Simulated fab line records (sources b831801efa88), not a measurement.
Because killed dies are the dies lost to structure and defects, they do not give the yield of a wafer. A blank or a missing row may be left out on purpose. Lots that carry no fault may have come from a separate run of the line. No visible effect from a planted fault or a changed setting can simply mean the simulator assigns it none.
Matching of chambers / flow sky130 / 4 sister chambers for SKY_LI_CONTACT_ETCH_14 on rieDiel-02
The step etches BARC in N2/H2, stops on SiO2, time 45.9 s, target depth 60 nm. 4 wafers are shown with their chamber, then 12 later ones without.

EACH WAFER AND ITS CHAMBER
wafer=L086.4; chamber=3; drypumpMotorCurrentA (A)=6.0
wafer=L086.6; chamber=2; drypumpMotorCurrentA (A)=6.0
wafer=L087.5; chamber=0; drypumpMotorCurrentA (A)=5.8
wafer=L087.6; chamber=1; drypumpMotorCurrentA (A)=6.3

WAFERS WITH NO CHAMBER GIVEN
wafer=L089.2; drypumpMotorCurrentA (A)=6.3
wafer=L089.3; drypumpMotorCurrentA (A)=6.0
wafer=L089.6; drypumpMotorCurrentA (A)=6.0
wafer=L091.1; drypumpMotorCurrentA (A)=6.0
wafer=L091.5; drypumpMotorCurrentA (A)=6.3
wafer=L091.6; drypumpMotorCurrentA (A)=6.0
wafer=L093.3; drypumpMotorCurrentA (A)=6.3
wafer=L093.4; drypumpMotorCurrentA (A)=6.0
wafer=L093.6; drypumpMotorCurrentA (A)=6.0
wafer=L097.1; drypumpMotorCurrentA (A)=5.9
wafer=L097.2; drypumpMotorCurrentA (A)=6.0
wafer=L097.4; drypumpMotorCurrentA (A)=5.8

CHAMBER TAKEN BY EACH
wafer=L089.2; from the rows above=1; in truth=1
wafer=L089.3; from the rows above=can't be placed: 2 or 3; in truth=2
wafer=L089.6; from the rows above=can't be placed: 2 or 3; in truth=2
wafer=L091.1; from the rows above=can't be placed: 2 or 3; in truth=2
wafer=L091.5; from the rows above=1; in truth=1
wafer=L091.6; from the rows above=can't be placed: 2 or 3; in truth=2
wafer=L093.3; from the rows above=1; in truth=1
wafer=L093.4; from the rows above=can't be placed: 2 or 3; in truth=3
wafer=L093.6; from the rows above=can't be placed: 2 or 3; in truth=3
wafer=L097.1; from the rows above=can't be placed: 2 or 3 or 0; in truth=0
wafer=L097.2; from the rows above=can't be placed: 2 or 3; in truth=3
wafer=L097.4; from the rows above=0; in truth=0
Correct placement for 4 of the 12. Not placeable from these rows: 8 (in 8, the candidates include the true chamber). Number placed wrongly: 0.
How it was worked out, from the rows above alone: a wafer's distance from a chamber is the root of the sum, over the readings, of the square of ((its reading less the chamber's mean) divided by the reading's scatter). If the next closest chamber is less than 2 further off than the closest, the wafer can't be placed; otherwise it belongs to the closest. The mean given for a chamber averages the wafers shown for that chamber. The scatter (one wafer shown for each chamber): square how far every hidden wafer sits from the nearest shown wafer, average those squares and take the square root.
